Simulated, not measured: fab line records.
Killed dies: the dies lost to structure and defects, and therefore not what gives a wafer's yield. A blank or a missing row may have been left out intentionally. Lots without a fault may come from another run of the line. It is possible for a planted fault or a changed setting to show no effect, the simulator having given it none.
A lot that was struck, set against a sound lot + flow gf180mcu + 15 steps out of a route of 602
Sound: wafers L128.1, L128.2, L128.6. The struck wafers were L138.2, L138.4, L138.5. At the end, the cause is stated.
Each step with rows lists, per side, the tool, then ch with its chambers, then its first start. Under that, the readings that differ: sound wafers + struck wafers + difference of the means + sigmas: that difference in standard deviations of wafers without a fault.
alike: same words and numbers on both sides, and readings whose means sit less than 2 such deviations apart. not compared: any withheld reading, any reading some wafer has no value for, any bound like >300 that may hide the same value, and any number with overlapping values for which the record gives no deviation.
Wherever a step has rows on one side only, a row that says differs or no value, or a row with sigmas, the two part there. Numbers that have no deviation but don't overlap get no sigmas and don't part them. A reading missing from all wafers of one side parts the sides only when that side holds two or more wafers.

first, 6 steps without rows for these wafers: GF_V1_ETCH_16 (etches BARC in N2/H2); GF_V1_ETCH_17 (etches SiO2 in C4F8/O2/Ar, stops on TiN, target depth 630 nm); GF_V1_STRIP_18 (strips in O2/N2); GF_V1_STRIP_19 (strips in post etch residue remover, time 1200 s); GF_V1_CLEAN_20 (cleans in DIW); GF_V1_SPUTTER_21 (material Ti, target thk 15 nm, time 80.02 s).
GF_V1_SPUTTER_22: material TiN, target thk 10 nm, time 40 s.
  sound: pvd sputter-02 at day 19 22:28; struck: pvd sputter-01 at day 23 09:59
  alike: chamber pressure pa, throttle valve pct
GF_V1_CVD_23: deposits W, target thk 350 nm, time 105.05 s.
  sound on cvd w-02 ch 0,1, day 19 22:31; struck on cvd w-02 ch 0, day 23 10:02
  alike: chamber pressure Torr, heater power w
GF_V1_RS_MEAS_24: measurement is done with a four-point probe.
  sound: film metro-03 at day 19 22:37; struck: film metro-04 at day 23 10:10
  alike: V1_W_RS
GF_V1_THK_MEAS_25: measures by xrf.
  sound: film metro-03 at day 19 22:44; struck: film metro-04 at day 23 10:16
  alike: V1_W_THK
GF_V1_CMP_26: polishes, stops on SiO2, t overpolish 15 s, target thk 0 nm.
  sound on cmp-02 ch 1,2,3, day 19 23:08; struck on cmp-01 ch 0,1, day 23 10:19
  alike: motor current A, overpolish run s, platen rpm, time to endpoint s
GF_M2_SPUTTER_00: material Ti, target thk 37.5 nm, time 150 s.
  sound: pvd sputter-01 at day 19 23:23; struck: pvd sputter-04 at day 23 10:37
  alike: chamber pressure pa, throttle valve pct
GF_M2_SPUTTER_01: material TiN, target thk 30 nm, time 25 s.
  sound: pvd sputter-01 at day 19 23:29; struck: pvd sputter-04 at day 23 10:43
| reading                                | sound                | struck               | difference | sigmas |
|----------------------------------------|----------------------|----------------------|------------|--------|
| chamber pressure pa (Pa)               | 0.4003 0.4008 0.4009 | 0.4878 0.4869 0.4872 | +0.0866    | +98    |
| model.TiN_of_M2_SPUTTER_01.thk nm (nm) | 29.68 29.4 29.63     | 28.62 28.47 28.78    | -0.95      |        |
  alike: throttle valve pct
GF_M2_SPUTTER_02: material AlCu, target thk 450 nm, time 23.9 s.
  sound: pvd sputter-01 at day 19 23:31; struck: pvd sputter-04 at day 23 10:45
  alike: chamber pressure pa, throttle valve pct
-- the record jumps here: 10 days lie between the struck wafers' starts before and after (it left off in module M2 and takes up again in module PASSIVATION, whose first step shown is number 602 of the route) --
GF_PASSIVATION_PROBE_99:
  the record has rows for the struck wafers here (prober-02, day 33 02:14) and none for the sound ones

== WHERE THEY PART ==
Last at GF_PASSIVATION_PROBE_99 as far as this record goes, first at GF_M2_SPUTTER_01.

WHY: what the simulator had put in
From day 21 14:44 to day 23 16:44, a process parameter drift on pvd sputter-04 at GF_M2_SPUTTER_01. The setting chamber pressure pa was moved by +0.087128, starting from 0.4. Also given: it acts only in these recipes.
